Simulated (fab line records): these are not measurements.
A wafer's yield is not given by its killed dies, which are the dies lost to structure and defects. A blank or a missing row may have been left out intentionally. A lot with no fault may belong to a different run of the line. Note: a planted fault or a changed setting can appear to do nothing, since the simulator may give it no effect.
Code-filled problem report in 8D (eight disciplines) form || flow gf180mcu || the parts of the form that need people (team, actions taken, sign-off) are left out

## 1. THE PROBLEM
V1_W_RS at GF_V1_RS_MEAS_24 reads a mean of 0.503 ohm/sq on 1 wafer of 1 lot; wafers without a fault read 0.327 ohm/sq with a standard deviation of 0.0035. That puts it +50 standard deviations away from the usual mean.
The step: measures by four-point-probe.
Earliest sighting: wafer L238.5 on film-metro-01 at day 23 13:08. Wafers with a number at this step in the record: 33, from 11 lots. Rule for "out", or "out of limits": more than 4 standard deviations from the usual mean. Any other wafer with a number is counted as sound.

## 2. WHAT IT IS, WHAT IT ISN'T
{"question": "which readings at this step", "is": "V1_W_RS", "is not": "-"}
{"question": "which lots", "is": "L238", "is not": "L225, L226, L227, L228, L234, L242, L244, L245, L246, L247"}
{"question": "which wafers of those lots", "is": "L238.5", "is not": "L238.1, L238.6"}
{"question": "read on which gauges", "is": "film-metro-01", "is not": "film-metro-02, film-metro-03"}
{"question": "when", "is": "from day 23 13:08", "is not": "up to then (17 sound wafers); but 15 sound wafers of L242, L244, L245, L246, L247 came after"}

## 3. WHAT RULES OUT EACH SUSPECT
Counting: a tool at a process step up to the reading stays a suspect if it ran every lot that is out. Sound lots after the first of them don't rule it out here, since some wafers of a struck lot are sound.
- the gauge at GF_V1_RS_MEAS_24 is ruled out. All the wafers that are out were read on film-metro-01, but those of them that GF_V1_CMP_26 has rows for are out there too, on other tools.
- cvd-w-02 at GF_V1_CVD_23 (deposits W, target thk 350 nm, time 105.05 s): kept. L238, the lot that is out, went through it at day 23 13:01; up to then, the latest sound lot through it was L234 at day 22 04:35.
Left after counting: cvd-w-02 at GF_V1_CVD_23.

## 4. THE CAUSE (what the simulator had put in)
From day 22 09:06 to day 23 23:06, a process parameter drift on cvd-w-02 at GF_V1_CVD_23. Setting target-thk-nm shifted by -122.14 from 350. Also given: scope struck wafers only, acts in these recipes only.
Counting left only this tool.

## 5. THE CHAIN OF EFFECTS, in route order
Each row: a reading whose mean over the struck wafers that have a number lies more than 3 standard deviations from the usual. Scope: only readings with a usual standard deviation given in the record; hours: median across lots of the time from each lot's start at the first step in this table that gives one to its start at this step; sigmas: change in usual standard deviations.
{"hours": 0, "step": "GF_V1_RS_MEAS_24", "reading": "V1_W_RS", "usual": "0.327 ohm/sq", "on struck wafers": 0.503, "change": "+0.176", "sigmas": "+50"}
{"hours": 0, "step": "GF_V1_THK_MEAS_25", "reading": "V1_W_THK", "usual": "353 nm", "on struck wafers": 229, "change": -124, "sigmas": -23}
{"hours": 0, "step": "GF_V1_CMP_26", "reading": "time-to-endpoint-s", "usual": "84 s", "on struck wafers": 49, "change": -35, "sigmas": -6.1}
Process steps it contains:
- GF_V1_CMP_26: polishes, stops on SiO2, t overpolish 15 s, target thk 0 nm.

## 6. WHAT WOULD HAVE CAUGHT IT SOONER
Counted from the fault's start at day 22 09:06, it took 28 hours until the first out-of-limits reading at a measuring or inspecting step in this record, taken at day 23 13:08.
An alarm limit of 4 standard deviations would not have fired on the tool readings at GF_V1_CVD_23 for which the record gives a usual standard deviation, since none of them was out on any struck wafer.
By day 23 13:08 the whole set of lots that are out, 1 in number, had already begun GF_V1_CVD_23 on cvd-w-02. A hold on the tool at that time would have spared none of them.
